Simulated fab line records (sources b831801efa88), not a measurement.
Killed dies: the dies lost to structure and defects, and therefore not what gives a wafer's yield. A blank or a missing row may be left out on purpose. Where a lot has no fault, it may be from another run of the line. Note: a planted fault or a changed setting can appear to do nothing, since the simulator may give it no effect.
Which tool did it?	flow gf180mcu	at 1 step of a route of 602, 7 lots with 21 wafers sampled

WHAT THE GAUGES SHOWED, per wafer
GF_CONTACT_CD_MEAS_14 targets a cd of 220 nm.
lot	measured	on	cd_nm (nm)
L518	day 16 15:01	cd_sem-01	221.9 220.4 219.7
L520	day 17 22:34	cd_sem-02	220.4 219.9 221.9
L523	day 19 08:01	cd_sem-02	220.2 219.4 219.9
L529	day 20 21:26	cd_sem-02	220.3 221.3 221.4
L533	day 22 11:52	cd_sem-01	218.8 219.5 218.2
L536	day 23 15:58	cd_sem-02	221.2 219.6 221.9
L540	day 24 14:43	cd_sem-01	222.2 222.5 222.9

WHAT TOOL EACH LOT RAN ON (gives the tool, then ch and the chambers of the sampled wafers, and finally the start)
The record holds no process step before these readings.

THE ANSWER, worked out from the rows above alone
Rule: what is usual is taken from the lots themselves. Put in order of their means at a reading, lots are off if they are a third of the lots or fewer, leave a main group of 4 or more, and stand apart from it by a gap of 3 or more times the standard deviation of the main group's means; of several such gaps the widest counts. A main group whose means are all the same, to the digits that the tables above print for the reading, isn't used. A lot without any number at a reading at which 4 lots or more have one is off too. Any other lot the step has rows for is counted as sound.
No lot is off at any reading shown: from this, nothing can be told.

WHAT THE SIMULATOR HAD INSERTED
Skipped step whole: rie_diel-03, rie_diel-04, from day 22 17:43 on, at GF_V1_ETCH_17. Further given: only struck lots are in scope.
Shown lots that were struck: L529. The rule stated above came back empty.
